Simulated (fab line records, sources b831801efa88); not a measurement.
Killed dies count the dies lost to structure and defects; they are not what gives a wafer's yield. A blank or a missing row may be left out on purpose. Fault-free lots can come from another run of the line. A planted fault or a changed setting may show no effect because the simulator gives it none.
fab line records :: flow sky130
[record]
  lots = 14
  wafers = 42
  last_day = 50
route steps=708 shown POLY_CUT@317 SD_P@326 RES_XHIGH@341
lots untouched by any fault: they come from a run of this same line in which no faults occurred
start_h: hours from the record's opening day to when the first of the lot's shown wafers began :: wait_h: hours from the lot's prior step to this one :: " identical to the entry in the row above :: L1.1+2: several wafers, shown together as one row :: - no value present, or no start provided :: * or withheld: withheld :: < > ~ a bound
route shown NAME@n: NAME is a module with steps in the file, n the number in the route of the first one :: usual: average and standard deviation across the fault-free wafers :: same: alike in all rows :: chamber/n: place in a boat :: sites: the reading at each site :: _std_site: standard deviation of those values :: _edge_site: mean of outer sites minus mean of inner sites :: radius_mm: how far each site lies from the wafer's centre :: mask NAME#n: copy n :: behind: the most recent tool/chamber to have shaped the wafer :: hold: why the lot was held/for how many hours/how that ended :: device: the n, p or np transistor that did not switch :: end of line: the tests these same wafers got at the end of their route :: a step given without rows: its recipe and nothing more :: killed: dies that structure and defects cost at the first sort, which is not the same as the wafer's yield :: map: a wafer's dies, x killed, . not, _ none there
set.NAME: the run value of the setting; set.NAME@STEP: its run value at that earlier step :: model.NAME: the simulator's own value behind a step, which no gauge read
the route's steps for a sample of lots (tables are steps, rows are wafers)
services: the hour from which a tool's chamber was out of use, counted from the record's first day as start_h (under 0 if before that day), plus the number of hours and why
[[steps]]
[step SKY_POLY_CUT_ETCH_10]
[recipe]
  chemistry = N2/H2
  target = BARC
  ion_energy_ev = 200
  source_w = 500
  bias_w = 100
  pressure_mtorr = 30
  n2_flow_sccm = 100
  h2_flow_sccm = 200
  stop_on = SiO2
  time_s = 45.9
  target_depth_a = 600
[usual]
  drypump_motor_current_A = 5.4/0.46
  oes_product_au = 0.855/0.0049
  throttle_valve_pct = 13.224/0.0087
lot.wafer: L961.2
tool: rie_diel-03
chamber: 0
start_h: 574.14
wait_h: 0.0
drypump_motor_current_A: 5.8
oes_product_au: 0.860
rf_hours_counter_h: 6
throttle_valve_pct: 13.218

lot.wafer: L961.5
tool: rie_diel-03
chamber: 0
start_h: 574.14
wait_h: 0.0
drypump_motor_current_A: 5.8
oes_product_au: 0.845
rf_hours_counter_h: -
throttle_valve_pct: 13.221

lot.wafer: L961.6
tool: rie_diel-03
chamber: 3
start_h: 574.14
wait_h: 0.0
drypump_motor_current_A: 5.0
oes_product_au: 0.849
rf_hours_counter_h: -
throttle_valve_pct: 13.213

lot.wafer: L965.1
tool: rie_diel-01
chamber: 0
start_h: 595.31
wait_h: 0.0
drypump_motor_current_A: 5.8
oes_product_au: 0.856
rf_hours_counter_h: 20
throttle_valve_pct: 13.216

lot.wafer: L965.3
tool: rie_diel-01
chamber: 1
start_h: 595.31
wait_h: 0.0
drypump_motor_current_A: 5.6
oes_product_au: 0.855
rf_hours_counter_h: 19
throttle_valve_pct: 13.218

lot.wafer: L965.6
tool: rie_diel-01
chamber: 0
start_h: 595.31
wait_h: 0.0
drypump_motor_current_A: 5.8
oes_product_au: 0.858
rf_hours_counter_h: -
throttle_valve_pct: 13.218

lot.wafer: L967.1
tool: rie_diel-02
chamber: 2
start_h: 637.06
wait_h: 0.0
drypump_motor_current_A: 6.4
oes_product_au: 0.852
rf_hours_counter_h: 60
throttle_valve_pct: 13.232

lot.wafer: L967.2
tool: rie_diel-02
chamber: 1
start_h: 637.06
wait_h: 0.0
drypump_motor_current_A: 5.1
oes_product_au: 0.862
rf_hours_counter_h: 71
throttle_valve_pct: 13.205

lot.wafer: L967.6
tool: rie_diel-02
chamber: 3
start_h: 637.06
wait_h: 0.0
drypump_motor_current_A: 5.4
oes_product_au: 0.852
rf_hours_counter_h: -
throttle_valve_pct: 13.229

lot.wafer: L968.1
tool: rie_diel-03
chamber: 2
start_h: 638.86
wait_h: 0.0
drypump_motor_current_A: 4.8
oes_product_au: 0.865
rf_hours_counter_h: 12
throttle_valve_pct: 13.219

lot.wafer: L968.4
tool: rie_diel-03
chamber: 0
start_h: 638.86
wait_h: 0.0
drypump_motor_current_A: 5.8
oes_product_au: 0.863
rf_hours_counter_h: 7
throttle_valve_pct: 13.215

lot.wafer: L968.6
tool: rie_diel-03
chamber: 3
start_h: 638.86
wait_h: 0.0
drypump_motor_current_A: 5.1
oes_product_au: 0.857
rf_hours_counter_h: -
throttle_valve_pct: 13.236

lot.wafer: L969.4
tool: rie_diel-03
chamber: 2
start_h: 649.03
wait_h: 0.0
drypump_motor_current_A: 4.9
oes_product_au: 0.852
rf_hours_counter_h: 12
throttle_valve_pct: 13.217

lot.wafer: L969.5
tool: rie_diel-03
chamber: 3
start_h: 649.03
wait_h: 0.0
drypump_motor_current_A: 5.1
oes_product_au: 0.858
rf_hours_counter_h: -
throttle_valve_pct: 13.217

lot.wafer: L969.6
tool: rie_diel-03
chamber: 2
start_h: 649.03
wait_h: 0.0
drypump_motor_current_A: 4.8
oes_product_au: 0.864
rf_hours_counter_h: -
throttle_valve_pct: 13.235

lot.wafer: L970.2
tool: rie_diel-02
chamber: 2
start_h: 664.61
wait_h: 0.0
drypump_motor_current_A: 6.4
oes_product_au: 0.850
rf_hours_counter_h: 60
throttle_valve_pct: 13.217

lot.wafer: L970.5
tool: rie_diel-02
chamber: 3
start_h: 664.61
wait_h: 0.0
drypump_motor_current_A: 5.4
oes_product_au: 0.849
rf_hours_counter_h: -
throttle_valve_pct: 13.214

lot.wafer: L970.6
tool: rie_diel-02
chamber: 2
start_h: 664.61
wait_h: 0.0
drypump_motor_current_A: 6.4
oes_product_au: 0.849
rf_hours_counter_h: -
throttle_valve_pct: 13.223

lot.wafer: L973.2
tool: rie_diel-01
chamber: 1
start_h: 688.91
wait_h: 0.0
drypump_motor_current_A: 5.6
oes_product_au: 0.856
rf_hours_counter_h: 21
throttle_valve_pct: 13.228

lot.wafer: L973.4
tool: rie_diel-01
chamber: 0
start_h: 688.91
wait_h: 0.0
drypump_motor_current_A: 5.8
oes_product_au: 0.850
rf_hours_counter_h: 22
throttle_valve_pct: 13.236

lot.wafer: L973.5
tool: rie_diel-01
chamber: 0
start_h: 688.91
wait_h: 0.0
drypump_motor_current_A: 5.8
oes_product_au: 0.852
rf_hours_counter_h: -
throttle_valve_pct: 13.226

lot.wafer: L977.1
tool: rie_diel-03
chamber: 3
start_h: 714.17
wait_h: 0.0
drypump_motor_current_A: 5.1
oes_product_au: 0.851
rf_hours_counter_h: 3
throttle_valve_pct: 13.222

lot.wafer: L977.3
tool: rie_diel-03
chamber: 1
start_h: 714.17
wait_h: 0.0
drypump_motor_current_A: 5.1
oes_product_au: 0.857
rf_hours_counter_h: 7
throttle_valve_pct: 13.223

lot.wafer: L977.4
tool: rie_diel-03
chamber: 0
start_h: 714.17
wait_h: 0.0
drypump_motor_current_A: 5.8
oes_product_au: 0.852
rf_hours_counter_h: 9
throttle_valve_pct: 13.233

lot.wafer: L976.1
tool: rie_diel-01
chamber: 3
start_h: 714.99
wait_h: 0.0
drypump_motor_current_A: 5.5
oes_product_au: 0.857
rf_hours_counter_h: 3
throttle_valve_pct: 13.221

lot.wafer: L976.4
tool: rie_diel-01
chamber: 0
start_h: 714.99
wait_h: 0.0
drypump_motor_current_A: 5.8
oes_product_au: 0.855
rf_hours_counter_h: 23
throttle_valve_pct: 13.219

lot.wafer: L976.6
tool: rie_diel-01
chamber: 0
start_h: 714.99
wait_h: 0.0
drypump_motor_current_A: 5.8
oes_product_au: 0.844
rf_hours_counter_h: -
throttle_valve_pct: 13.233

lot.wafer: L979.1
tool: rie_diel-02
chamber: 0
start_h: 722.84
wait_h: 0.0
drypump_motor_current_A: 6.0
oes_product_au: 0.861
rf_hours_counter_h: 3
throttle_valve_pct: 13.215

lot.wafer: L979.3
tool: rie_diel-02
chamber: 2
start_h: 722.84
wait_h: 0.0
drypump_motor_current_A: 6.4
oes_product_au: 0.847
rf_hours_counter_h: 63
throttle_valve_pct: 13.219

lot.wafer: L979.5
tool: rie_diel-02
chamber: 2
start_h: 722.84
wait_h: 0.0
drypump_motor_current_A: 6.4
oes_product_au: 0.853
rf_hours_counter_h: -
throttle_valve_pct: 13.209

lot.wafer: L978.3
tool: rie_diel-03
chamber: 3
start_h: 725.38
wait_h: 0.0
drypump_motor_current_A: 5.1
oes_product_au: 0.857
rf_hours_counter_h: 3
throttle_valve_pct: 13.220

lot.wafer: L978.4
tool: rie_diel-03
chamber: 1
start_h: 725.38
wait_h: 0.0
drypump_motor_current_A: 5.2
oes_product_au: 0.858
rf_hours_counter_h: 7
throttle_valve_pct: 13.224

lot.wafer: L978.5
tool: rie_diel-03
chamber: 3
start_h: 725.38
wait_h: 0.0
drypump_motor_current_A: 5.1
oes_product_au: 0.858
rf_hours_counter_h: -
throttle_valve_pct: 13.212

lot.wafer: L980.1
tool: rie_diel-01
chamber: 0
start_h: 725.96
wait_h: 0.0
drypump_motor_current_A: 5.8
oes_product_au: 0.847
rf_hours_counter_h: 23
throttle_valve_pct: 13.234

lot.wafer: L980.5
tool: rie_diel-01
chamber: 0
start_h: 725.96
wait_h: 0.0
drypump_motor_current_A: 5.8
oes_product_au: 0.862
rf_hours_counter_h: -
throttle_valve_pct: 13.240

lot.wafer: L980.6
tool: rie_diel-01
chamber: 3
start_h: 725.96
wait_h: 0.0
drypump_motor_current_A: 5.5
oes_product_au: 0.845
rf_hours_counter_h: -
throttle_valve_pct: 13.236

lot.wafer: L981.3
tool: rie_diel-02
chamber: 0
start_h: 734.76
wait_h: 0.0
drypump_motor_current_A: 5.9
oes_product_au: 0.859
rf_hours_counter_h: 3
throttle_valve_pct: 13.202

lot.wafer: L981.4
tool: rie_diel-02
chamber: 0
start_h: 734.76
wait_h: 0.0
drypump_motor_current_A: 5.9
oes_product_au: 0.860
rf_hours_counter_h: -
throttle_valve_pct: 13.216

lot.wafer: L981.5
tool: rie_diel-02
chamber: 2
start_h: 734.76
wait_h: 0.0
drypump_motor_current_A: 6.4
oes_product_au: 0.859
rf_hours_counter_h: -
throttle_valve_pct: 13.230

lot.wafer: L982.2
tool: rie_diel-02
chamber: 3
start_h: 746.41
wait_h: 0.0
drypump_motor_current_A: 5.4
oes_product_au: 0.862
rf_hours_counter_h: 8
throttle_valve_pct: 13.232

lot.wafer: L982.3
tool: rie_diel-02
chamber: 0
start_h: 746.41
wait_h: 0.0
drypump_motor_current_A: 6.0
oes_product_au: 0.853
rf_hours_counter_h: 4
throttle_valve_pct: 13.235

lot.wafer: L982.4
tool: rie_diel-02
chamber: 2
start_h: 746.41
wait_h: 0.0
drypump_motor_current_A: 6.4
oes_product_au: 0.857
rf_hours_counter_h: -
throttle_valve_pct: 13.224
[step SKY_SD_P_DEVELOP_06]
[recipe]
  resist = NOVOLAK
  developer = TMAH
  develop_time_s = 60
  dev_temp_c = 23
[usual]
  chill_plate_temp_C = 23.00/0.13
  develop_time_s = 60/0
lot.wafer: L961.2
tool: litho_track-01
chamber: 0
start_h: 602.28
wait_h: 0.1
chill_plate_temp_C: 23.09
develop_time_s: 60

lot.wafer: L961.5
tool: litho_track-01
chamber: 0
start_h: 602.28
wait_h: 0.1
chill_plate_temp_C: 22.95
develop_time_s: 60

lot.wafer: L961.6
tool: litho_track-01
chamber: 0
start_h: 602.28
wait_h: 0.1
chill_plate_temp_C: 23.04
develop_time_s: 60

lot.wafer: L965.1
tool: litho_track-03
chamber: 0
start_h: 624.43
wait_h: 0.1
chill_plate_temp_C: 22.97
develop_time_s: 60

lot.wafer: L965.3
tool: litho_track-03
chamber: 0
start_h: 624.43
wait_h: 0.1
chill_plate_temp_C: 23.04
develop_time_s: 60

lot.wafer: L965.6
tool: litho_track-03
chamber: 0
start_h: 624.43
wait_h: 0.1
chill_plate_temp_C: 23.06
develop_time_s: 60

lot.wafer: L967.1
tool: litho_track-01
chamber: 0
start_h: 664.96
wait_h: 0.1
chill_plate_temp_C: 23.15
develop_time_s: 60

lot.wafer: L967.2
tool: litho_track-01
chamber: 0
start_h: 664.96
wait_h: 0.1
chill_plate_temp_C: 23.08
develop_time_s: 60

lot.wafer: L967.6
tool: litho_track-01
chamber: 0
start_h: 664.96
wait_h: 0.1
chill_plate_temp_C: 23.11
develop_time_s: 60

lot.wafer: L968.1
tool: litho_track-03
chamber: 0
start_h: 667.43
wait_h: 0.1
chill_plate_temp_C: 22.99
develop_time_s: 60

lot.wafer: L968.4
tool: litho_track-03
chamber: 0
start_h: 667.43
wait_h: 0.1
chill_plate_temp_C: 22.86
develop_time_s: 60

lot.wafer: L968.6
tool: litho_track-03
chamber: 0
start_h: 667.43
wait_h: 0.1
chill_plate_temp_C: 22.89
develop_time_s: 60

lot.wafer: L969.4
tool: litho_track-01
chamber: 0
start_h: 676.93
wait_h: 0.1
chill_plate_temp_C: 22.80
develop_time_s: 60

lot.wafer: L969.5
tool: litho_track-01
chamber: 0
start_h: 676.93
wait_h: 0.1
chill_plate_temp_C: 22.81
develop_time_s: 60

lot.wafer: L969.6
tool: litho_track-01
chamber: 0
start_h: 676.93
wait_h: 0.1
chill_plate_temp_C: 22.92
develop_time_s: 60

lot.wafer: L970.2
tool: litho_track-02
chamber: 0
start_h: 691.92
wait_h: 0.1
chill_plate_temp_C: 22.91
develop_time_s: 60

lot.wafer: L970.5
tool: litho_track-02
chamber: 0
start_h: 691.92
wait_h: 0.1
chill_plate_temp_C: 23.22
develop_time_s: 60

lot.wafer: L970.6
tool: litho_track-02
chamber: 0
start_h: 691.92
wait_h: 0.1
chill_plate_temp_C: 23.16
develop_time_s: 60

lot.wafer: L973.2
tool: litho_track-02
chamber: 0
start_h: 716.07
wait_h: 0.1
chill_plate_temp_C: 23.03
develop_time_s: 60

lot.wafer: L973.4
tool: litho_track-02
chamber: 0
start_h: 716.07
wait_h: 0.1
chill_plate_temp_C: 22.97
develop_time_s: 60

lot.wafer: L973.5
tool: litho_track-02
chamber: 0
start_h: 716.07
wait_h: 0.1
chill_plate_temp_C: 22.96
develop_time_s: 60

lot.wafer: L977.1
tool: litho_track-01
chamber: 0
start_h: 741.76
wait_h: 0.1
chill_plate_temp_C: 22.95
develop_time_s: 60

lot.wafer: L977.3
tool: litho_track-01
chamber: 0
start_h: 741.76
wait_h: 0.1
chill_plate_temp_C: 23.05
develop_time_s: 60

lot.wafer: L977.4
tool: litho_track-01
chamber: 0
start_h: 741.76
wait_h: 0.1
chill_plate_temp_C: 23.06
develop_time_s: 60

lot.wafer: L976.1
tool: litho_track-01
chamber: -
start_h: 742.06
wait_h: 0.1
chill_plate_temp_C: -
develop_time_s: -

lot.wafer: L976.4
tool: litho_track-01
chamber: -
start_h: 742.06
wait_h: 0.1
chill_plate_temp_C: -
develop_time_s: -

lot.wafer: L976.6
tool: litho_track-01
chamber: -
start_h: 742.06
wait_h: 0.1
chill_plate_temp_C: -
develop_time_s: -

lot.wafer: L979.1
tool: litho_track-03
chamber: 0
start_h: 750.53
wait_h: 0.1
chill_plate_temp_C: 22.95
develop_time_s: 60

lot.wafer: L979.3
tool: litho_track-03
chamber: 0
start_h: 750.53
wait_h: 0.1
chill_plate_temp_C: 23.02
develop_time_s: 60

lot.wafer: L979.5
tool: litho_track-03
chamber: 0
start_h: 750.53
wait_h: 0.1
chill_plate_temp_C: 23.03
develop_time_s: 60

lot.wafer: L978.3
tool: litho_track-01
chamber: -
start_h: 753.36
wait_h: 0.1
chill_plate_temp_C: -
develop_time_s: -

lot.wafer: L978.4
tool: litho_track-01
chamber: -
start_h: 753.36
wait_h: 0.1
chill_plate_temp_C: -
develop_time_s: -

lot.wafer: L978.5
tool: litho_track-01
chamber: -
start_h: 753.36
wait_h: 0.1
chill_plate_temp_C: -
develop_time_s: -

lot.wafer: L980.1
tool: litho_track-01
chamber: 0
start_h: 753.91
wait_h: 0.1
chill_plate_temp_C: 22.97
develop_time_s: 60

lot.wafer: L980.5
tool: litho_track-01
chamber: 0
start_h: 753.91
wait_h: 0.1
chill_plate_temp_C: 23.18
develop_time_s: 60

lot.wafer: L980.6
tool: litho_track-01
chamber: 0
start_h: 753.91
wait_h: 0.1
chill_plate_temp_C: 23.01
develop_time_s: 60

lot.wafer: L981.3
tool: litho_track-03
chamber: 0
start_h: 761.23
wait_h: 0.1
chill_plate_temp_C: 22.85
develop_time_s: 60

lot.wafer: L981.4
tool: litho_track-03
chamber: 0
start_h: 761.23
wait_h: 0.1
chill_plate_temp_C: 23.01
develop_time_s: 60

lot.wafer: L981.5
tool: litho_track-03
chamber: 0
start_h: 761.23
wait_h: 0.1
chill_plate_temp_C: 22.79
develop_time_s: 60

lot.wafer: L982.2
tool: litho_track-03
chamber: 0
start_h: 772.96
wait_h: 0.1
chill_plate_temp_C: 22.84
develop_time_s: 60

lot.wafer: L982.3
tool: litho_track-03
chamber: 0
start_h: 772.96
wait_h: 0.1
chill_plate_temp_C: 22.82
develop_time_s: 60

lot.wafer: L982.4
tool: litho_track-03
chamber: 0
start_h: 772.96
wait_h: 0.1
chill_plate_temp_C: 22.76
develop_time_s: 60
[step SKY_SD_P_OVL_MEAS_08]
[usual]
  SD_P_OVL = 0.8/1.7
lot.wafer: L961.2
tool: overlay-01
chamber: -
start_h: 602.53
wait_h: 0.1
SD_P_OVL[nm]: 1.6

lot.wafer: L961.5
tool: overlay-01
chamber: -
start_h: 602.53
wait_h: 0.1
SD_P_OVL[nm]: 1.3

lot.wafer: L961.6
tool: overlay-01
chamber: -
start_h: 602.53
wait_h: 0.1
SD_P_OVL[nm]: 1.9

lot.wafer: L965.1
tool: overlay-02
chamber: -
start_h: 624.70
wait_h: 0.1
SD_P_OVL[nm]: -0.1

lot.wafer: L965.3
tool: overlay-02
chamber: -
start_h: 624.70
wait_h: 0.1
SD_P_OVL[nm]: 0.4

lot.wafer: L965.6
tool: overlay-02
chamber: -
start_h: 624.70
wait_h: 0.1
SD_P_OVL[nm]: -1.4

lot.wafer: L967.1
tool: overlay-02
chamber: -
start_h: 665.23
wait_h: 0.1
SD_P_OVL[nm]: -0.2

lot.wafer: L967.2
tool: overlay-02
chamber: -
start_h: 665.23
wait_h: 0.1
SD_P_OVL[nm]: 0.7

lot.wafer: L967.6
tool: overlay-02
chamber: -
start_h: 665.23
wait_h: 0.1
SD_P_OVL[nm]: 0.6

lot.wafer: L968.1
tool: overlay-01
chamber: -
start_h: 667.70
wait_h: 0.1
SD_P_OVL[nm]: -0.1

lot.wafer: L968.4
tool: overlay-01
chamber: -
start_h: 667.70
wait_h: 0.1
SD_P_OVL[nm]: 0.9

lot.wafer: L968.6
tool: overlay-01
chamber: -
start_h: 667.70
wait_h: 0.1
SD_P_OVL[nm]: 0.4

lot.wafer: L969.4
tool: overlay-02
chamber: -
start_h: 677.15
wait_h: 0.1
SD_P_OVL[nm]: 2.8

lot.wafer: L969.5
tool: overlay-02
chamber: -
start_h: 677.15
wait_h: 0.1
SD_P_OVL[nm]: 0.5

lot.wafer: L969.6
tool: overlay-02
chamber: -
start_h: 677.15
wait_h: 0.1
SD_P_OVL[nm]: 0.9

lot.wafer: L970.2
tool: overlay-01
chamber: -
start_h: 692.17
wait_h: 0.1
SD_P_OVL[nm]: 2.6

lot.wafer: L970.5
tool: overlay-01
chamber: -
start_h: 692.17
wait_h: 0.1
SD_P_OVL[nm]: 1.9

lot.wafer: L970.6
tool: overlay-01
chamber: -
start_h: 692.17
wait_h: 0.1
SD_P_OVL[nm]: 1.8

lot.wafer: L973.2
tool: overlay-02
chamber: -
start_h: 716.32
wait_h: 0.1
SD_P_OVL[nm]: -1.6

lot.wafer: L973.4
tool: overlay-02
chamber: -
start_h: 716.32
wait_h: 0.1
SD_P_OVL[nm]: -2.3

lot.wafer: L973.5
tool: overlay-02
chamber: -
start_h: 716.32
wait_h: 0.1
SD_P_OVL[nm]: -1.2

lot.wafer: L977.1
tool: overlay-01
chamber: -
start_h: 742.07
wait_h: 0.1
SD_P_OVL[nm]: 0.0

lot.wafer: L977.3
tool: overlay-01
chamber: -
start_h: 742.07
wait_h: 0.1
SD_P_OVL[nm]: -1.8

lot.wafer: L977.4
tool: overlay-01
chamber: -
start_h: 742.07
wait_h: 0.1
SD_P_OVL[nm]: -0.4

lot.wafer: L976.1
tool: overlay-02
chamber: -
start_h: 742.33
wait_h: 0.1
SD_P_OVL[nm]: -

lot.wafer: L976.4
tool: overlay-02
chamber: -
start_h: 742.33
wait_h: 0.1
SD_P_OVL[nm]: -

lot.wafer: L976.6
tool: overlay-02
chamber: -
start_h: 742.33
wait_h: 0.1
SD_P_OVL[nm]: -

lot.wafer: L979.1
tool: overlay-01
chamber: -
start_h: 750.80
wait_h: 0.1
SD_P_OVL[nm]: 0.2

lot.wafer: L979.3
tool: overlay-01
chamber: -
start_h: 750.80
wait_h: 0.1
SD_P_OVL[nm]: -0.4

lot.wafer: L979.5
tool: overlay-01
chamber: -
start_h: 750.80
wait_h: 0.1
SD_P_OVL[nm]: -1.5

lot.wafer: L978.3
tool: overlay-01
chamber: -
start_h: 753.60
wait_h: 0.1
SD_P_OVL[nm]: -

lot.wafer: L978.4
tool: overlay-01
chamber: -
start_h: 753.60
wait_h: 0.1
SD_P_OVL[nm]: -

lot.wafer: L978.5
tool: overlay-01
chamber: -
start_h: 753.60
wait_h: 0.1
SD_P_OVL[nm]: -

lot.wafer: L980.1
tool: overlay-01
chamber: -
start_h: 754.18
wait_h: 0.1
SD_P_OVL[nm]: 3.3

lot.wafer: L980.5
tool: overlay-01
chamber: -
start_h: 754.18
wait_h: 0.1
SD_P_OVL[nm]: 2.6

lot.wafer: L980.6
tool: overlay-01
chamber: -
start_h: 754.18
wait_h: 0.1
SD_P_OVL[nm]: 3.0

lot.wafer: L981.3
tool: overlay-01
chamber: -
start_h: 761.47
wait_h: 0.1
SD_P_OVL[nm]: 1.9

lot.wafer: L981.4
tool: overlay-01
chamber: -
start_h: 761.47
wait_h: 0.1
SD_P_OVL[nm]: 0.3

lot.wafer: L981.5
tool: overlay-01
chamber: -
start_h: 761.47
wait_h: 0.1
SD_P_OVL[nm]: 1.8

lot.wafer: L982.2
tool: overlay-02
chamber: -
start_h: 773.21
wait_h: 0.1
SD_P_OVL[nm]: 1.4

lot.wafer: L982.3
tool: overlay-02
chamber: -
start_h: 773.21
wait_h: 0.1
SD_P_OVL[nm]: -1.0

lot.wafer: L982.4
tool: overlay-02
chamber: -
start_h: 773.21
wait_h: 0.1
SD_P_OVL[nm]: 0.9
[step SKY_RES_XHIGH_TW_MEAS_09]
[usual]
  RES_XHIGH_TW = 1645/9.1
lot.wafer: L961.2
tool: film_metro-01
chamber: -
start_h: 631.99
wait_h: 0.1
RES_XHIGH_TW: 1659

lot.wafer: L961.5
tool: film_metro-01
chamber: -
start_h: 631.99
wait_h: 0.1
RES_XHIGH_TW: 1658

lot.wafer: L961.6
tool: film_metro-01
chamber: -
start_h: 631.99
wait_h: 0.1
RES_XHIGH_TW: 1656

lot.wafer: L965.1
tool: film_metro-01
chamber: -
start_h: 654.13
wait_h: 0.1
RES_XHIGH_TW: 1650

lot.wafer: L965.3
tool: film_metro-01
chamber: -
start_h: 654.13
wait_h: 0.1
RES_XHIGH_TW: 1641

lot.wafer: L965.6
tool: film_metro-01
chamber: -
start_h: 654.13
wait_h: 0.1
RES_XHIGH_TW: 1664

lot.wafer: L967.1
tool: film_metro-04
chamber: -
start_h: 693.24
wait_h: 0.1
RES_XHIGH_TW: 1646

lot.wafer: L967.2
tool: film_metro-04
chamber: -
start_h: 693.24
wait_h: 0.1
RES_XHIGH_TW: 1642

lot.wafer: L967.6
tool: film_metro-04
chamber: -
start_h: 693.24
wait_h: 0.1
RES_XHIGH_TW: 1642

lot.wafer: L968.1
tool: film_metro-02
chamber: -
start_h: 695.98
wait_h: 0.1
RES_XHIGH_TW: 1651

lot.wafer: L968.4
tool: film_metro-02
chamber: -
start_h: 695.98
wait_h: 0.1
RES_XHIGH_TW: 1650

lot.wafer: L968.6
tool: film_metro-02
chamber: -
start_h: 695.98
wait_h: 0.1
RES_XHIGH_TW: 1644

lot.wafer: L969.4
tool: film_metro-04
chamber: -
start_h: 705.11
wait_h: 0.1
RES_XHIGH_TW: 1633

lot.wafer: L969.5
tool: film_metro-04
chamber: -
start_h: 705.11
wait_h: 0.1
RES_XHIGH_TW: 1635

lot.wafer: L969.6
tool: film_metro-04
chamber: -
start_h: 705.11
wait_h: 0.1
RES_XHIGH_TW: 1627

lot.wafer: L970.2
tool: film_metro-04
chamber: -
start_h: 720.15
wait_h: 0.1
RES_XHIGH_TW: 1642

lot.wafer: L970.5
tool: film_metro-04
chamber: -
start_h: 720.15
wait_h: 0.1
RES_XHIGH_TW: 1640

lot.wafer: L970.6
tool: film_metro-04
chamber: -
start_h: 720.15
wait_h: 0.1
RES_XHIGH_TW: 1639

lot.wafer: L973.2
tool: film_metro-04
chamber: -
start_h: 744.94
wait_h: 0.1
RES_XHIGH_TW: 1640

lot.wafer: L973.4
tool: film_metro-04
chamber: -
start_h: 744.94
wait_h: 0.1
RES_XHIGH_TW: 1634

lot.wafer: L973.5
tool: film_metro-04
chamber: -
start_h: 744.94
wait_h: 0.1
RES_XHIGH_TW: 1638

lot.wafer: L977.1
tool: film_metro-01
chamber: -
start_h: 769.53
wait_h: 0.1
RES_XHIGH_TW: 1653

lot.wafer: L977.3
tool: film_metro-01
chamber: -
start_h: 769.53
wait_h: 0.1
RES_XHIGH_TW: 1658

lot.wafer: L977.4
tool: film_metro-01
chamber: -
start_h: 769.53
wait_h: 0.1
RES_XHIGH_TW: 1654

lot.wafer: L976.1
tool: film_metro-02
chamber: -
start_h: 769.83
wait_h: 0.1
RES_XHIGH_TW: 1656

lot.wafer: L976.4
tool: film_metro-02
chamber: -
start_h: 769.83
wait_h: 0.1
RES_XHIGH_TW: 1654

lot.wafer: L976.6
tool: film_metro-02
chamber: -
start_h: 769.83
wait_h: 0.1
RES_XHIGH_TW: 1657

lot.wafer: L979.1
tool: film_metro-04
chamber: -
start_h: 777.24
wait_h: 0.1
RES_XHIGH_TW: 1635

lot.wafer: L979.3
tool: film_metro-04
chamber: -
start_h: 777.24
wait_h: 0.1
RES_XHIGH_TW: 1645

lot.wafer: L979.5
tool: film_metro-04
chamber: -
start_h: 777.24
wait_h: 0.1
RES_XHIGH_TW: 1642

lot.wafer: L978.3
tool: film_metro-02
chamber: -
start_h: 780.86
wait_h: 0.1
RES_XHIGH_TW: 1663

lot.wafer: L978.4
tool: film_metro-02
chamber: -
start_h: 780.86
wait_h: 0.1
RES_XHIGH_TW: 1658

lot.wafer: L978.5
tool: film_metro-02
chamber: -
start_h: 780.86
wait_h: 0.1
RES_XHIGH_TW: 1653

lot.wafer: L980.1
tool: film_metro-02
chamber: -
start_h: 781.53
wait_h: 0.1
RES_XHIGH_TW: 1665

lot.wafer: L980.5
tool: film_metro-02
chamber: -
start_h: 781.53
wait_h: 0.1
RES_XHIGH_TW: 1659

lot.wafer: L980.6
tool: film_metro-02
chamber: -
start_h: 781.53
wait_h: 0.1
RES_XHIGH_TW: 1658

lot.wafer: L981.3
tool: film_metro-04
chamber: -
start_h: 789.15
wait_h: 0.1
RES_XHIGH_TW: 1640

lot.wafer: L981.4
tool: film_metro-04
chamber: -
start_h: 789.15
wait_h: 0.1
RES_XHIGH_TW: 1634

lot.wafer: L981.5
tool: film_metro-04
chamber: -
start_h: 789.15
wait_h: 0.1
RES_XHIGH_TW: 1630

lot.wafer: L982.2
tool: film_metro-04
chamber: -
start_h: 799.55
wait_h: 0.1
RES_XHIGH_TW: 1650

lot.wafer: L982.3
tool: film_metro-04
chamber: -
start_h: 799.55
wait_h: 0.1
RES_XHIGH_TW: 1641

lot.wafer: L982.4
tool: film_metro-04
chamber: -
start_h: 799.55
wait_h: 0.1
RES_XHIGH_TW: 1633
[[services]]
tool: rie_diel-01
chamber: 3
start_h: 551.03
hours: 62.2
kind: repair

tool: rie_diel-01
chamber: 0
start_h: 553.52
hours: 1.7
kind: repair

tool: rie_diel-01
chamber: 0
start_h: 565.22
hours: 18.6
kind: repair

tool: rie_diel-01
chamber: -
start_h: 591.88
hours: 2.8
kind: pm

tool: rie_diel-02
chamber: 0
start_h: 592.24
hours: 1.5
kind: repair

tool: rie_diel-01
chamber: 0
start_h: 596.37
hours: 19.9
kind: repair

tool: rie_diel-02
chamber: 0
start_h: 621.51
hours: -
kind: clean

tool: rie_diel-02
chamber: 0
start_h: 621.51
hours: 21.4
kind: scheduled_down

tool: rie_diel-02
chamber: 0
start_h: 621.51
hours: 21.4
kind: vent_cycle

tool: rie_diel-03
chamber: -
start_h: 624.14
hours: 14.6
kind: pm

tool: rie_diel-01
chamber: 0
start_h: 624.56
hours: 4.1
kind: repair

tool: rie_diel-03
chamber: 1
start_h: 639.04
hours: 6.0
kind: repair

tool: rie_diel-02
chamber: 1
start_h: 642.67
hours: 6.9
kind: repair

tool: rie_diel-02
chamber: 2
start_h: 646.31
hours: 5.1
kind: repair

tool: rie_diel-02
chamber: 1
start_h: 657.77
hours: 132.0
kind: repair

tool: rie_diel-03
chamber: 2
start_h: 670.67
hours: 12.4
kind: repair

tool: rie_diel-03
chamber: 1
start_h: 704.84
hours: 3.2
kind: repair

tool: rie_diel-02
chamber: -
start_h: 729.15
hours: 0.4
kind: repair

tool: rie_diel-02
chamber: -
start_h: 750.06
hours: 3.0
kind: repair

tool: rie_diel-03
chamber: 3
start_h: 751.89
hours: 9.5
kind: repair
[[key]]
[first_sign]
  step = SKY_SD_P_DEVELOP_06
  reading = tool_record
  direction = missing
effect none on later readings
met_at SKY_SD_P_DEVELOP_06
struck_lots L976,L978
sort_left_out L976.1,L976.4,L976.6,L978.3,L978.4,L978.5
tester_left_out L976,L978
not_acting_at SKY_POLY_CUT_ETCH_10,SKY_SD_P_OVL_MEAS_08,SKY_RES_XHIGH_TW_MEAS_09
onset_between 741.76 742.06
[fault]
  kind = skipped_step_whole
  tool = litho_track-01
  chamber = -
  onset_h = 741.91
  steps = SKY_SD_P_DEVELOP_06
  scope = struck_lots_only
// tester_left_out: of these lots the tester's yield and bins aren't shown, on N5 and GAA mostly nor the transistor test; their killed dies are dies lost to structure and defects alone, not to doping, threshold or leakage, so they don't give the yield
// sort_left_out: the simulated sort isn't trusted on such a fault, so these wafers' sort isn't shown, and their yield isn't known
